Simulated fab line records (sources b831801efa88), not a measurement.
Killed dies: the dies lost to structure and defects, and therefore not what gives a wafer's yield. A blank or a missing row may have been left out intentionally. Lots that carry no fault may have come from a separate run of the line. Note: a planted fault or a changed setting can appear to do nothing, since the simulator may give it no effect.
One fault through the eyes of 2 desks | flow sky130 | each desk holds nothing but its own numbers, with what lay behind them at the end

== AT THE TOOL OWNER'S DESK: litho_track-02 ==
The tool's own readings at SKY_VT_ADJUST_HVTR_DEVELOP_06 (develop time 60 s): means of the sampled wafers that have a number, for each lot that ran on this tool. The brackets show how far a lot's mean lies from the usual mean; more than 4 standard deviations puts the lot out of limits, marked OUT.
Columns: A = chill_plate_temp_C at SKY_VT_ADJUST_HVTR_DEVELOP_06, usual 23.01 C
lot  | first seen here | A
L379 | day 10 14:15    | 23.01
L383 | day 11 15:40    | 22.98
Result from this desk: across the 2 lots, nothing is out of limits.

== THE METROLOGY DESK ==
What the gauges read, lot by lot, whatever tool the lot ran on: means of the sampled wafers that have a number. The brackets show how far a lot's mean lies from the usual mean; more than 4 standard deviations puts the lot out of limits, marked OUT.
Columns: A = VIA3_W_THK at SKY_VIA3_THK_MEAS_23, usual 383 nm; B = cd_nm at SKY_METAL4_CD_MEAS_13, usual 299.9 nm
lot  | first seen here | A   | B
L379 | day 41 02:27    | 387 | 299.8
L380 | day 41 12:39    | 387 | 298.7
L383 | day 42 07:17    | 389 | 297.6
L384 | day 42 17:52    | 387 | 299.9
L385 | day 42 20:31    | 389 | 301.0
L386 | day 42 23:08    | 385 | 301.1
L388 | day 43 08:46    | 383 | 299.5
L390 | day 44 13:23    | 377 | 299.2
L391 | day 44 16:56    | 378 | 300.4
L392 | day 44 22:15    | 374 | 300.8
L393 | day 45 15:34    | 375 | 300.5
L394 | day 45 17:12    | 386 | 298.3
L395 | day 46 06:20    | 386 | 301.4
L398 | day 46 11:20    | 379 | 300.7
Result from this desk: across the 14 lots, nothing is out of limits.

== ALL TOGETHER ==
Nothing out of limits was seen by the tool owner's desk.
At the metrology desk, nothing out of limits was observed.

== WHAT WAS PUT IN BY THE SIMULATOR ==
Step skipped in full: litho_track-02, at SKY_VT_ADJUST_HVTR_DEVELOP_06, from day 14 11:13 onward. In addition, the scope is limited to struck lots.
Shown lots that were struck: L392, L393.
